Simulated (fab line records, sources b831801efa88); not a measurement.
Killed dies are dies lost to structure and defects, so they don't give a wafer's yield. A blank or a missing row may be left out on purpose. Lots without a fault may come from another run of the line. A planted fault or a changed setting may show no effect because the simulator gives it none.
One fault seen from 2 desks | flow gf180mcu | each desk has only its own numbers; what lay behind them comes last

THE METROLOGY DESK
What the gauges read, lot by lot, whatever tool the lot ran on: means of the sampled wafers that have a number. A lot is out of limits, marked OUT, if its mean lies more than 4 standard deviations from the usual mean; the brackets give that distance.
Columns: A = HV_LDD_02_OVL at GF_HV_LDD_OVL_MEAS_32, usual -0.4 nm; B = SAB_CVD_00_THK at GF_SAB_THK_MEAS_01, usual 49.9 nm; C = cd_nm at GF_CONTACT_CD_MEAS_14, usual 219.6 nm
lot  | first seen here | A    | B              | C
L855 | day 11 14:58    | 0.8  | 49.7           | 221.2
L856 | day 12 11:31    | -0.9 | 49.7           | 220.0
L857 | day 12 13:35    | -0.0 | 49.4           | 221.6
L860 | day 13 08:52    | -0.3 | 49.9           | 218.5
L863 | day 13 22:35    | 0.0  | 96.7 (+67) OUT | 221.0
L862 | day 14 00:44    | -1.8 | 96.6 (+67) OUT | 218.7
L868 | day 15 13:22    | -0.9 | 50.9           | 219.0
L869 | day 15 22:59    | 0.0  | 50.3           | 220.0
L871 | day 16 13:31    | 1.9  | 48.8           | 218.0
L873 | day 17 08:43    | 0.6  | 49.7           | 219.7
L874 | day 17 20:31    | -1.4 | 49.6           | 217.9
L876 | day 18 14:26    | -0.3 | 50.3           | 220.0
L877 | day 18 15:43    | -1.5 | 48.8           | 220.2
L878 | day 18 23:32    | 1.0  | 50.1           | 219.4
This desk's finding: out of limits on L862, L863; first on L863, day 16 19:53 (SAB_CVD_00_THK at GF_SAB_THK_MEAS_01). In limits: L855, L856, L857, L860, L868, L869, L871, L873, L874, L876, L877, L878.

THE TOOL OWNER'S DESK: pecvd-01
The tool's own readings at GF_SAB_CVD_00 (deposits SiO2 from TEOS, target thk 50 nm, time 4.9302 s): means of the sampled wafers that have a number, for each lot that ran on this tool. A lot is out of limits, marked OUT, if its mean lies more than 4 standard deviations from the usual mean; the brackets give that distance.
Columns: A = heater_power_w at GF_SAB_CVD_00, usual 648 W
lot  | first seen here | A
L855 | day 14 06:30    | 744
L860 | day 16 03:43    | 706
L863 | day 16 19:51    | 736
L862 | day 16 22:29    | 797
L874 | day 21 00:16    | 804
This desk's finding: nothing out of limits on any of the 5 lots.

PUT TOGETHER
The metrology desk could have raised an alarm at day 16 19:53, on L862, L863.
The tool owner's desk saw nothing out of limits.
The tool owner's desk has L862, L863 on record, within its limits.
Of the lots named, all ran GF_SAB_CVD_00 on pecvd-01.

WHAT THE SIMULATOR HAD PUT IN
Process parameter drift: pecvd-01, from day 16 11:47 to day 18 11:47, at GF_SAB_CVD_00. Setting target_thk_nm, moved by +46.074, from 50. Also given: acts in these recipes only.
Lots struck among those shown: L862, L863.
Hours from the fault's start to each desk's first reading out of limits: the metrology desk, 8.
